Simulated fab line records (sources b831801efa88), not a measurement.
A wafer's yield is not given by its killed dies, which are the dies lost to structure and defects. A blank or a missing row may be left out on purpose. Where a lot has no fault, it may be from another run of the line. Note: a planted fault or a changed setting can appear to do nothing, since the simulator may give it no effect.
Split-lot trial    flow gf180mcu    23 wafers read across 5 lots, on a route 602 steps long

ABOUT THE SPLIT
At GF_SALICIDE_SPUTTER_03 (material TiN, target thk 20 nm, time 16.7 s), the setting power_w was moved away from the recipe's 6500 W on 8 of the 23 wafers read, by -8.9% to +3.2%. This setting was run at the recipe's value on the other wafers.

No step appears in the file between the split and the reading.

THE READING
SALICIDE_TIN_THK, in nm, at GF_SALICIDE_THK_MEAS_05 (measures by xrf). Typical for fault-free wafers on this fab line: 19.90 nm, with standard deviation 0.25 nm.

wafer   tool, chamber at the split  power_w as run, W  against the recipe  SALICIDE_TIN_THK, nm  against lot-mates on the recipe
L076.2  pvd_sputter-04, -           5921               -8.9%               17.96                 -1.76
L076.3  pvd_sputter-04, -           6500               recipe              19.77                 -
L076.4  pvd_sputter-04, -           5921               -8.9%               18.09                 -1.63
L076.5  pvd_sputter-04, -           6500               recipe              19.62                 -
L076.6  pvd_sputter-04, -           6500               recipe              19.77                 -
L079.2  pvd_sputter-02, -           6500               recipe              19.42                 -
L079.3  pvd_sputter-02, -           6500               recipe              19.45                 -
L079.6  pvd_sputter-02, -           6500               recipe              19.39                 -
L082.2  pvd_sputter-04, -           6500               recipe              19.91                 -
L082.3  pvd_sputter-04, -           6500               recipe              19.73                 -
L082.4  pvd_sputter-04, -           6217               -4.4%               18.95                 -0.82
L082.5  pvd_sputter-04, -           6217               -4.4%               19.05                 -0.72
L082.6  pvd_sputter-04, -           6500               recipe              19.68                 -
L083.1  pvd_sputter-04, -           6500               recipe              19.96                 -
L083.3  pvd_sputter-04, -           6500               recipe              19.97                 -
L083.4  pvd_sputter-04, -           6707               +3.2%               20.33                 +0.41
L083.5  pvd_sputter-04, -           6707               +3.2%               20.85                 +0.93
L083.6  pvd_sputter-04, -           6500               recipe              19.84                 -
L084.1  pvd_sputter-02, -           6085               -6.4%               18.68                 -1.55
L084.3  pvd_sputter-02, -           6500               recipe              20.64                 -
L084.4  pvd_sputter-02, -           6500               recipe              20.29                 -
L084.5  pvd_sputter-02, -           6085               -6.4%               18.95                 -1.28
L084.6  pvd_sputter-02, -           6500               recipe              19.76                 -

THE FIT
A straight line over all 23 wafers: SALICIDE_TIN_THK changes by +0.193 nm for each +1% of power_w; r = +0.91; the points scatter about the line by 0.3 nm.
The same after taking each lot's own level away (the mean of its wafers on the recipe; 23 wafers): +0.199 nm for each +1%; r = +0.97; scatter 0.18 nm.
On that fit, the largest move of power_w shifts the reading by 1.8 nm.
The lots' own levels span 19.420 to 20.230 nm, that is 3.2 times the standard deviation above.
Consequently the slope shifts little with the lot-to-lot level, the two slopes agreeing.
Check: -1.77 nm against its lot-mates is what the line predicts for one of the wafers moved furthest among these (-8.9%) when that wafer is left out of the fit. It came out at -1.76 nm against them.

FURTHER SPLITS ON THESE WAFERS
Note: prior to the reading, these wafers also went through further splits. Each is held against what the fit with the lots' levels taken away leaves over:
other split on the same wafers    wafers away from the commonest value  r with SALICIDE_TIN_THK (lot level and that fit taken away)
GF_PSD_EXPOSE_04 dose_mj          8                                     +0.15
GF_PSD_IMPLANT_09 energy_kev      4                                     +0.30
GF_SAB_DEVELOP_08 develop_time_s  8                                     +0.15

THE WHOLE CHAIN: every reading that the file lists as answering this split, in the file's order
step                     what it does                                 reading                                                                             change (the file's fit)                r (the file's)
GF_SALICIDE_SPUTTER_03   material TiN, target thk 20 nm, time 16.7 s  TiN_of_SALICIDE_SPUTTER_03.thk_nm (the simulator's own value, which no gauge read)  +0.201 nm for each +1% of the setting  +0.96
GF_SALICIDE_THK_MEAS_05  measures by xrf                              SALICIDE_TIN_THK                                                                    +0.198 for each +1% of the setting     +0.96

FILE'S OWN FIT
SALICIDE_TIN_THK changes by +0.198 nm for each +1% of power_w, r = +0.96.
